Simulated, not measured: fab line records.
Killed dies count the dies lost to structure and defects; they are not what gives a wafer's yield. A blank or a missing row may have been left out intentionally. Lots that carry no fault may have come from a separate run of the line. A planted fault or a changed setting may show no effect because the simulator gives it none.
fab line records ; flow sky130
record lots=6; wafers=18; lastDay=50
route steps=708 shown LOCAL_INTERCONNECT@402 CONTACT@406
lots untouched by any fault: they come from a run of this same line in which no faults occurred
startH: hours from the record's first day to the start of the lot's first wafer shown ; waitH: how many hours have passed since the lot's step before this one ; " repeats the value in the row above ; L1.1+2: a row that stands for several wafers ; - no value, or no start was given ; * or withheld: withheld ; < > ~ a bound
route shown NAME@n: NAME is a module with steps in the file, n the number in the route of the first one ; usual: mean/standard deviation of fault-free wafers ; same: alike in all rows ; chamber/n: place in a boat ; sites: per-site readings ; _std_site: how widely they spread, as a standard deviation ; _edge_site: mean of outer sites minus mean of inner sites ; radiusMm: how far each site lies from the wafer's centre ; mask NAME#n: copy n ; behind: the tool/chamber that last shaped the wafer ; hold: reason for holding the lot/hours on hold/outcome of the hold ; device: the n, p or np transistor that did not switch ; end of line: tests of these same wafers at the route's end ; step lacking rows: just its recipe ; killed: at the first sort, the dies lost to defects and structure; wafer yield is something else ; map: a wafer's dies, x killed, . not, _ none there
set.NAME: the run value of the setting; set.NAME@STEP: its run value at that earlier step ; model.NAME: the simulator's own value behind a step, which no gauge read
a table for each step, a row for each wafer; lots at some steps of the route
services: when a tool's chamber went out of use (startH, in hours from the record's first day, below 0 if earlier), for how many hours, and the reason
## steps
# step SKY_LOCAL_INTERCONNECT_STRIP_15
# recipe chemistry=O2/N2; powerW=1400; pressureMtorr=1500; platenTempC=withheld; o2FlowSccm=3000; n2FlowSccm=300; overashFraction=0.5
# usual drypumpMotorCurrentA=5.6/0.43; oesProductAu=0.427/0.0046; stripTimeToEndpointS=4.727/0.022
lot.wafer;tool;chamber;startH;waitH;drypumpMotorCurrentA;oesProductAu;rfHoursCounterH;stripTimeToEndpointS
L369.1;plasmaAsher-01;1;699.85;0.1;5.0;0.428;100;4.698
L369.4;plasmaAsher-01;0;699.85;0.1;6.1;0.421;-;4.726
L369.6;plasmaAsher-01;1;699.85;0.1;4.9;0.426;-;4.723
L370.1;plasmaAsher-04;0;714.79;0.0;5.7;0.428;27;4.737
L370.4;plasmaAsher-04;0;714.79;0.0;5.7;0.424;-;4.728
L370.5;plasmaAsher-04;1;714.79;0.0;5.2;0.425;-;4.743
L377.1;plasmaAsher-04;0;790.76;0.0;5.7;0.434;36;4.747
L377.2;plasmaAsher-04;1;790.76;0.0;5.2;0.419;36;4.759
L377.6;plasmaAsher-04;1;790.76;0.0;5.2;0.425;-;4.750
L381.1;plasmaAsher-04;0;811.29;0.0;5.7;0.429;38;4.724
L381.4;plasmaAsher-04;0;811.29;0.0;5.7;0.418;-;4.744
L381.5;plasmaAsher-04;0;811.29;0.0;5.7;0.432;-;4.758
L382.2;plasmaAsher-04;1;820.40;0.0;5.2;0.433;39;4.783
L382.5;plasmaAsher-04;0;820.40;0.0;5.7;0.426;-;4.739
L382.6;plasmaAsher-04;1;820.40;0.0;5.2;0.427;-;4.784
L390.2;plasmaAsher-04;0;872.60;0.0;5.7;0.423;45;4.695
L390.3;plasmaAsher-04;0;872.60;0.0;5.7;0.427;-;4.713
L390.5;plasmaAsher-04;1;872.60;0.0;5.2;0.418;-;4.710
# step SKY_LOCAL_INTERCONNECT_STRIP_16
# recipe chemistry=postEtchResidueRemover; timeS=1200; tempC=72.5
# step SKY_LOCAL_INTERCONNECT_CLEAN_17
# recipe chemistry=IPA; timeS=180; tempC=25
# step SKY_LOCAL_INTERCONNECT_CLEAN_18
# recipe chemistry=O3/DIW; dry=n2Spin
# step SKY_CONTACT_CVD_00
# recipe material=Si3N4; targetThkNm=75; tempC=400; timeS=withheld; rfW=450
# usual heaterPowerW=693/85
lot.wafer;tool;chamber;startH;waitH;heaterPowerW
L369.1;pecvd-02;1;700.48;0.0;694
L369.4;pecvd-02;2;700.48;0.0;728
L369.6;pecvd-02;0;700.48;0.0;534
L370.1;pecvd-02;2;715.42;0.0;677
L370.4;pecvd-02;1;715.42;0.0;663
L370.5;pecvd-02;0;715.42;0.0;583
L377.1;pecvd-02;2;791.36;0.0;661
L377.2;pecvd-02;1;791.36;0.0;652
L377.6;pecvd-02;0;791.36;0.0;590
L381.1;pecvd-02;1;811.88;0.0;769
L381.4;pecvd-02;0;811.88;0.0;592
L381.5;pecvd-02;2;811.88;0.0;771
L382.2;pecvd-03;1;821.09;0.0;694
L382.5;pecvd-03;1;821.09;0.0;706
L382.6;pecvd-03;2;821.09;0.0;790
L390.2;pecvd-03;0;873.20;0.0;692
L390.3;pecvd-03;2;873.20;0.0;741
L390.5;pecvd-03;1;873.20;0.0;755
# step SKY_CONTACT_THK_MEAS_01
# recipe reads=Si3N4_of_CONTACT_CVD_00
# usual CONTACT_CVD_00_THK=74.9/0.93
lot.wafer;tool;chamber;startH;waitH;CONTACT_CVD_00_THK[nm]
L369.1;filmMetro-04;-;700.51;-;73.7
L369.4;filmMetro-04;-;700.51;-;75.3
L369.6;filmMetro-04;-;700.51;-;74.9
L370.1;filmMetro-01;-;715.45;-;72.9
L370.4;filmMetro-01;-;715.45;-;75.0
L370.5;filmMetro-01;-;715.45;-;74.7
L377.1;filmMetro-04;-;791.39;-;74.2
L377.2;filmMetro-04;-;791.39;-;74.1
L377.6;filmMetro-04;-;791.39;-;75.0
L381.1;filmMetro-01;-;811.91;-;73.7
L381.4;filmMetro-01;-;811.91;-;74.3
L381.5;filmMetro-01;-;811.91;-;75.6
L382.2;filmMetro-04;-;821.13;-;73.5
L382.5;filmMetro-04;-;821.13;-;75.1
L382.6;filmMetro-04;-;821.13;-;74.6
L390.2;filmMetro-03;-;873.24;-;73.6
L390.3;filmMetro-03;-;873.24;-;74.5
L390.5;filmMetro-03;-;873.24;-;74.1
# step SKY_CONTACT_HDPCVD_02
# recipe material=SiO2; targetThkNm=565; sigmaOpenFrac=0.3; timeS=94.2; tempC=600; sih4FlowSccm=60; pressureMtorr=6
# step SKY_CONTACT_THK_MEAS_03
# recipe reads=SiO2_of_CONTACT_HDPCVD_02
# usual CONTACT_HDPCVD_THK=564/4.8
lot.wafer;tool;chamber;startH;waitH;CONTACT_HDPCVD_THK[nm]
L369.1;filmMetro-03;-;700.64;0.0;557
L369.4;filmMetro-03;-;700.64;0.0;561
L369.6;filmMetro-03;-;700.64;0.0;560
L370.1;filmMetro-03;-;715.58;0.0;577
L370.4;filmMetro-03;-;715.58;0.0;564
L370.5;filmMetro-03;-;715.58;0.0;571
L377.1;filmMetro-01;-;791.52;0.0;551
L377.2;filmMetro-01;-;791.52;0.0;551
L377.6;filmMetro-01;-;791.52;0.0;555
L381.1;filmMetro-04;-;812.04;0.0;569
L381.4;filmMetro-04;-;812.04;0.0;572
L381.5;filmMetro-04;-;812.04;0.0;566
L382.2;filmMetro-03;-;821.26;0.0;565
L382.5;filmMetro-03;-;821.26;0.0;564
L382.6;filmMetro-03;-;821.26;0.0;554
L390.2;filmMetro-01;-;873.37;0.0;567
L390.3;filmMetro-01;-;873.37;0.0;567
L390.5;filmMetro-01;-;873.37;0.0;567
# step SKY_CONTACT_CMP_04
# recipe material=SiO2; downForcePsi=4; platenRpm=60; padVelocityMS=0.94248
# usual motorCurrentA=11.1/1.1; timeToEndpointS=83/3.5
lot.wafer;tool;chamber;startH;waitH;motorCurrentA;timeToEndpointS
L369.1;cmp-01;1;700.70;0.1;10.9;78
L369.4;cmp-01;0;700.70;0.1;13.2;80
L369.6;cmp-01;1;700.70;0.1;11.2;79
L370.4;cmp-01;1;715.64;0.0;11.1;82
L370.1;cmp-01;3;715.64;0.0;11.1;89
L370.5;cmp-01;2;715.64;0.0;9.3;85
L377.1;cmp-02;0;791.63;0.1;10.5;79
L377.2;cmp-02;2;791.63;0.1;11.5;75
L377.6;cmp-02;3;791.63;0.1;11.5;80
L381.4;cmp-02;2;812.10;0.0;12.1;80
L381.1;cmp-02;0;812.10;0.0;10.4;79
L381.5;cmp-02;2;812.10;0.0;11.4;80
L382.2;cmp-01;1;821.31;0.0;11.6;82
L382.5;cmp-01;1;821.31;0.0;10.6;86
L382.6;cmp-01;2;821.31;0.0;9.6;79
L390.3;cmp-01;0;873.47;0.1;12.9;85
L390.2;cmp-01;2;873.47;0.1;8.8;89
L390.5;cmp-01;3;873.47;0.1;11.0;87
# step SKY_CONTACT_BOW_MEAS_05
# recipe mode=bow
# usual CONTACT_BOW=81/6.7
lot.wafer;tool;chamber;startH;waitH;CONTACT_BOW[um]
L369.1;filmMetro-04;-;701.00;0.2;84
L369.4;filmMetro-04;-;701.00;0.2;76
L369.6;filmMetro-04;-;701.00;0.2;83
L370.1;filmMetro-04;-;715.97;0.2;94
L370.4;filmMetro-04;-;715.97;0.2;89
L370.5;filmMetro-04;-;715.97;0.2;89
L377.1;filmMetro-01;-;791.88;0.2;76
L377.2;filmMetro-01;-;791.88;0.2;77
L377.6;filmMetro-01;-;791.88;0.2;78
L381.1;filmMetro-01;-;812.40;0.1;71
L381.4;filmMetro-01;-;812.40;0.1;81
L381.5;filmMetro-01;-;812.40;0.1;74
L382.2;filmMetro-03;-;821.63;0.3;84
L382.5;filmMetro-03;-;821.63;0.3;86
L382.6;filmMetro-03;-;821.63;0.3;91
L390.2;filmMetro-04;-;873.74;0.1;76
L390.3;filmMetro-04;-;873.74;0.1;75
L390.5;filmMetro-04;-;873.74;0.1;96
# step SKY_CONTACT_DEHYDRATE_06
# recipe tempC=200; timeS=60
# step SKY_CONTACT_HMDS_07
# recipe primeTimeS=60; primeTempC=120
# step SKY_CONTACT_COAT_08
# recipe resist=BARC; tempC=withheld; timeS=withheld; spinRpm=3000; resistThkNm=60
# usual exhaustPa=45.2/0.98; spinSpeedRpm=3000.1/2.2
lot.wafer;tool;chamber;startH;waitH;exhaustPa;spinSpeedRpm
L369.1;lithoTrack-03;0;714.86;0.1;45.4;2999.7
L369.4;lithoTrack-03;0;714.86;0.1;44.3;3000.4
L369.6;lithoTrack-03;0;714.86;0.1;45.1;3001.5
L370.1;lithoTrack-03;0;728.81;0.1;44.7;3000.3
L370.4;lithoTrack-03;0;728.81;0.1;44.2;2998.8
L370.5;lithoTrack-03;0;728.81;0.1;44.1;3000.3
L377.1;lithoTrack-03;0;804.81;0.1;46.2;2091.0
L377.2;lithoTrack-03;0;804.81;0.1;44.7;2089.0
L377.6;lithoTrack-03;0;804.81;0.1;45.1;2095.3
L381.1;lithoTrack-03;0;825.06;0.1;46.3;2093.6
L381.4;lithoTrack-03;0;825.06;0.1;44.6;2091.0
L381.5;lithoTrack-03;0;825.06;0.1;45.0;2091.1
L382.2;lithoTrack-02;0;834.67;0.1;46.0;3002.0
L382.5;lithoTrack-02;0;834.67;0.1;45.9;3000.3
L382.6;lithoTrack-02;0;834.67;0.1;47.1;2996.7
L390.2;lithoTrack-01;0;886.34;0.1;44.4;3000.2
L390.3;lithoTrack-01;0;886.34;0.1;44.9;3000.5
L390.5;lithoTrack-01;0;886.34;0.1;44.9;3004.7
# step SKY_CONTACT_COAT_09
# recipe resist=KrF-thick; spinRpm=3000; resistThkNm=450
# step SKY_CONTACT_SOFTBAKE_10
# recipe tempC=100; timeS=90; resist=KrF-thick
# step SKY_CONTACT_EXPOSE_11
# recipe maskId=CTM1; na=0.8; sourceShape=annular; sigmaInner=0.55; sigmaOuter=0.85; targetCdNm=170; doseMj=38
# step SKY_CONTACT_PEB_12
# recipe pebTempC=withheld; pebTimeS=withheld; resist=KrF-thick
# step SKY_CONTACT_DEVELOP_13
# recipe developTimeS=60; resist=KrF-thick; devTempC=21
# step SKY_CONTACT_CD_MEAS_14
# recipe targetCdNm=170
# usual cdNm=170.4/1.9
lot.wafer;tool;chamber;startH;waitH;cdNm
L369.1;cdSem-02;-;728.51;-;171.7
L369.4;cdSem-02;-;728.51;-;172.5
L369.6;cdSem-02;-;728.51;-;170.2
L370.1;cdSem-01;-;743.04;-;169.7
L370.4;cdSem-01;-;743.04;-;170.5
L370.5;cdSem-01;-;743.04;-;170.3
L377.1;cdSem-02;-;818.31;-;170.7
L377.2;cdSem-02;-;818.31;-;170.0
L377.6;cdSem-02;-;818.31;-;170.2
L381.1;cdSem-02;-;838.46;-;174.6
L381.4;cdSem-02;-;838.46;-;174.4
L381.5;cdSem-02;-;838.46;-;172.4
L382.2;cdSem-02;-;847.63;-;169.5
L382.5;cdSem-02;-;847.63;-;170.4
L382.6;cdSem-02;-;847.63;-;170.4
L390.2;cdSem-01;-;900.09;-;171.8
L390.3;cdSem-01;-;900.09;-;170.8
L390.5;cdSem-01;-;900.09;-;171.5
# step SKY_CONTACT_OVL_MEAS_15
# usual CONTACT_OVL=1/4.9
lot.wafer;tool;chamber;startH;waitH;CONTACT_OVL[nm]
L369.1;overlay-02;-;728.63;0.1;-10
L369.4;overlay-02;-;728.63;0.1;1
L369.6;overlay-02;-;728.63;0.1;-4
L370.1;overlay-01;-;743.16;0.1;-3
L370.4;overlay-01;-;743.16;0.1;8
L370.5;overlay-01;-;743.16;0.1;4
L377.1;overlay-01;-;818.43;0.1;1
L377.2;overlay-01;-;818.43;0.1;4
L377.6;overlay-01;-;818.43;0.1;7
L381.1;overlay-01;-;838.58;0.1;-7
L381.4;overlay-01;-;838.58;0.1;-2
L381.5;overlay-01;-;838.58;0.1;-3
L382.2;overlay-01;-;847.74;0.1;-9
L382.5;overlay-01;-;847.74;0.1;1
L382.6;overlay-01;-;847.74;0.1;0
L390.2;overlay-02;-;900.20;0.1;1
L390.3;overlay-02;-;900.20;0.1;-2
L390.5;overlay-02;-;900.20;0.1;-8
# step SKY_CONTACT_ETCH_16
# recipe chemistry=N2/H2; target=BARC; ionEnergyEv=200; sourceW=482.4; biasW=100; pressureMtorr=30; n2FlowSccm=100; h2FlowSccm=200; stopOn=SiO2; timeS=45.9; targetDepthA=600
# usual drypumpMotorCurrentA=5.7/0.5; oesProductAu=0.855/0.0047; throttleValvePct=13.224/0.0081
lot.wafer;tool;chamber;startH;waitH;drypumpMotorCurrentA;oesProductAu;rfHoursCounterH;throttleValvePct;model.etch.depthNm
L369.1;rieDiel-01;2;728.67;0.0;4.9;0.850;4;13.228;60.05
L369.4;rieDiel-01;0;728.67;0.0;4.8;0.854;1;13.217;60.14
L369.6;rieDiel-01;0;728.67;0.0;4.8;0.851;-;13.235;59.99
L370.1;rieDiel-04;3;743.20;0.0;6.2;0.864;11;13.216;60.07
L370.4;rieDiel-04;0;743.20;0.0;5.9;0.850;6;13.218;59.91
L370.5;rieDiel-04;2;743.20;0.0;5.5;0.849;-;13.224;59.99
L377.1;rieDiel-03;2;818.47;0.0;5.4;0.954;13;13.242;71.55
L377.2;rieDiel-03;3;818.47;0.0;4.9;0.946;25;13.233;71.53
L377.6;rieDiel-03;1;818.47;0.0;5.9;0.950;-;13.240;71.56
L381.1;rieDiel-01;2;838.62;0.0;4.9;0.945;7;13.223;71.58
L381.4;rieDiel-01;0;838.62;0.0;4.8;0.946;4;13.209;71.6
L381.5;rieDiel-01;0;838.62;0.0;4.8;0.949;-;13.231;71.71
L382.2;rieDiel-03;0;847.77;0.0;5.1;0.857;9;13.240;59.81
L382.5;rieDiel-03;0;847.77;0.0;5.1;0.850;-;13.227;59.9
L382.6;rieDiel-03;3;847.77;0.0;4.9;0.854;-;13.212;59.94
L390.2;rieDiel-01;2;900.23;0.0;4.9;0.860;9;13.230;60.05
L390.3;rieDiel-01;0;900.23;0.0;4.8;0.858;6;13.225;60.09
L390.5;rieDiel-01;1;900.23;0.0;5.9;0.860;-;13.227;60.23
# step SKY_CONTACT_ETCH_17
# recipe target=SiO2; chemistry=C4F8/O2/Ar; stopOn=Si3N4; maskMaterial=KrF-thick; sourceW=1500; biasW=1200; pressureMtorr=40; c4f8FlowSccm=withheld; O2_flow_sccm=6; Ar_flow_sccm=300; timeS=withheld; targetDepthA=3400
# usual oesProductAu=0.891/0.0046
lot.wafer;tool;chamber;startH;waitH;oesProductAu
L369.1;rieDiel-01;2;728.71;0.0;0.898
L369.4;rieDiel-01;0;728.71;0.0;0.892
L369.6;rieDiel-01;0;728.71;0.0;0.887
L370.1;rieDiel-04;3;743.24;0.0;0.886
L370.4;rieDiel-04;0;743.24;0.0;0.892
L370.5;rieDiel-04;2;743.24;0.0;0.884
L377.1;rieDiel-03;2;818.51;0.0;0.889
L377.2;rieDiel-03;3;818.51;0.0;0.889
L377.6;rieDiel-03;1;818.51;0.0;0.892
L381.1;rieDiel-01;2;838.66;0.0;0.890
L381.4;rieDiel-01;0;838.66;0.0;0.894
L381.5;rieDiel-01;0;838.66;0.0;0.898
L382.2;rieDiel-03;0;847.81;0.0;0.891
L382.5;rieDiel-03;0;847.81;0.0;0.892
L382.6;rieDiel-03;3;847.81;0.0;0.889
L390.2;rieDiel-01;2;900.27;0.0;0.895
L390.3;rieDiel-01;0;900.27;0.0;0.888
L390.5;rieDiel-01;1;900.27;0.0;0.894
# step SKY_CONTACT_ETCH_18
# recipe target=Si3N4; chemistry=CHF3/O2; stopOn=TiN; sourceW=600; biasW=200; pressureMtorr=40; chf3FlowSccm=50; O2_flow_sccm=5; timeS=39; targetDepthA=750
# usual drypumpMotorCurrentA=5.7/0.5; oesProductAu=0.853/0.0079; throttleValvePct=8.794/0.0092
lot.wafer;tool;chamber;startH;waitH;drypumpMotorCurrentA;oesProductAu;rfHoursCounterH;throttleValvePct
L369.1;rieDiel-01;2;-;-;4.9;0.847;4;8.800
L369.4;rieDiel-01;0;-;-;4.8;0.849;1;8.806
L369.6;rieDiel-01;0;-;-;4.8;0.861;-;8.799
L370.1;rieDiel-04;3;-;-;6.2;0.832;11;8.794
L370.4;rieDiel-04;0;-;-;5.8;0.857;6;8.804
L370.5;rieDiel-04;2;-;-;5.5;0.852;-;8.800
L377.1;rieDiel-03;2;-;-;5.4;0.859;13;8.794
L377.2;rieDiel-03;3;-;-;4.9;0.850;25;8.794
L377.6;rieDiel-03;1;-;-;5.9;0.854;-;8.793
L381.1;rieDiel-01;2;-;-;4.9;0.853;7;8.811
L381.4;rieDiel-01;0;-;-;4.8;0.848;4;8.780
L381.5;rieDiel-01;0;-;-;4.8;0.857;-;8.802
L382.2;rieDiel-03;0;-;-;5.1;0.843;10;8.779
L382.5;rieDiel-03;0;-;-;5.1;0.850;-;8.800
L382.6;rieDiel-03;3;-;-;4.9;0.856;-;8.787
L390.2;rieDiel-01;2;-;-;4.9;0.853;9;8.778
L390.3;rieDiel-01;0;-;-;4.8;0.852;6;8.802
L390.5;rieDiel-01;1;-;-;5.9;0.861;-;8.786
# step SKY_CONTACT_STRIP_19
# recipe chemistry=O2/N2; powerW=1400; pressureMtorr=1500; platenTempC=withheld; o2FlowSccm=3000; n2FlowSccm=300; overashFraction=0.5
# usual drypumpMotorCurrentA=5.4/0.61; oesProductAu=0.381/0.005; stripTimeToEndpointS=3.632/0.021
lot.wafer;tool;chamber;startH;waitH;drypumpMotorCurrentA;oesProductAu;rfHoursCounterH;stripTimeToEndpointS
L369.1;plasmaAsher-03;0;728.80;-;4.9;0.384;57;3.639
L369.4;plasmaAsher-03;0;728.80;-;4.9;0.381;-;3.661
L369.6;plasmaAsher-03;0;728.80;-;4.9;0.384;-;3.645
L370.1;plasmaAsher-03;1;743.33;-;4.9;0.376;59;3.618
L370.4;plasmaAsher-03;1;743.33;-;4.9;0.384;-;3.632
L370.5;plasmaAsher-03;0;743.33;-;4.9;0.380;-;3.629
L377.1;plasmaAsher-03;0;818.60;-;4.9;0.386;67;3.763
L377.2;plasmaAsher-03;1;818.60;-;4.9;0.387;67;3.754
L377.6;plasmaAsher-03;0;818.60;-;4.9;0.384;-;3.788
L381.1;plasmaAsher-02;1;838.75;-;6.4;0.384;101;3.748
L381.4;plasmaAsher-02;1;838.75;-;6.4;0.391;-;3.789
L381.5;plasmaAsher-02;0;838.75;-;5.8;0.388;-;3.770
L382.2;plasmaAsher-02;1;847.90;-;6.4;0.383;102;3.609
L382.5;plasmaAsher-02;1;847.90;-;6.4;0.379;-;3.629
L382.6;plasmaAsher-02;0;847.90;-;5.8;0.384;-;3.641
L390.2;plasmaAsher-01;0;900.36;-;6.0;0.376;13;3.660
L390.3;plasmaAsher-01;1;900.36;-;4.9;0.374;-;3.619
L390.5;plasmaAsher-01;1;900.36;-;5.0;0.382;-;3.638
# step SKY_CONTACT_STRIP_20
# recipe chemistry=postEtchResidueRemover; timeS=1200; tempC=72.5
## services
tool;chamber;startH;hours;kind
plasmaAsher-03;-;690.85;2.8;pm
rieDiel-04;0;696.21;8.8;repair
pecvd-02;-;698.88;1.2;repair
rieDiel-03;-;710.56;3.5;repair
rieDiel-01;-;733.04;2.8;pm
cmp-02;-;733.77;5.8;pm
plasmaAsher-01;-;733.81;9.0;pm
plasmaAsher-01;-;734.19;2.3;repair
pecvd-02;-;740.27;0.4;repair
cmp-02;-;744.00;4.0;pm
rieDiel-01;-;745.42;14.6;pm
plasmaAsher-02;-;750.01;33.2;pm
rieDiel-04;2;754.72;5.6;repair
rieDiel-01;3;761.38;5.8;repair
plasmaAsher-04;-;778.46;1.0;repair
cmp-02;-;800.81;1.5;repair
pecvd-03;-;809.52;1.2;repair
plasmaAsher-02;-;814.63;0.8;repair
plasmaAsher-02;-;817.97;0.9;repair
rieDiel-04;1;844.44;16.2;repair
rieDiel-03;2;851.01;8.0;repair
rieDiel-01;0;878.28;12.3;repair
rieDiel-03;0;887.95;4.0;repair
cmp-01;-;894.05;0.2;repair
## key
firstSign step=SKY_CONTACT_COAT_08; reading=spinSpeedRpm; direction=down; sigmas=99+; usual=3000.1; struck=2091.8
effect step=SKY_CONTACT_ETCH_16; reading=oesProductAu; direction=up; sigmas=20; usual=0.855; struck=0.948
effect step=SKY_CONTACT_STRIP_19; reading=stripTimeToEndpointS; direction=up; sigmas=6.5; usual=*; struck=*
modelEffect step=SKY_CONTACT_ETCH_16; value=etch.depthNm; without=59.79; struck=71.59
metAt SKY_CONTACT_COAT_08
struckWafers L377.1,L377.2,L377.6,L381.1,L381.4,L381.5
testerLeftOut L377,L381
onsetBetween 728.81 804.81
fault kind=processParameterDrift; tool=lithoTrack-03; chamber=-; onsetH=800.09; steps=SKY_CONTACT_COAT_08; channel=spinRpm; offset=-907.66; shape=step; endH=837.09; actsIn=theseRecipesOnly; stated=3000
# testerLeftOut: of these lots the tester's yield and bins aren't shown, on N5 and GAA mostly nor the transistor test; their killed dies are dies lost to structure and defects alone, not to doping, threshold or leakage, so they don't give the yield
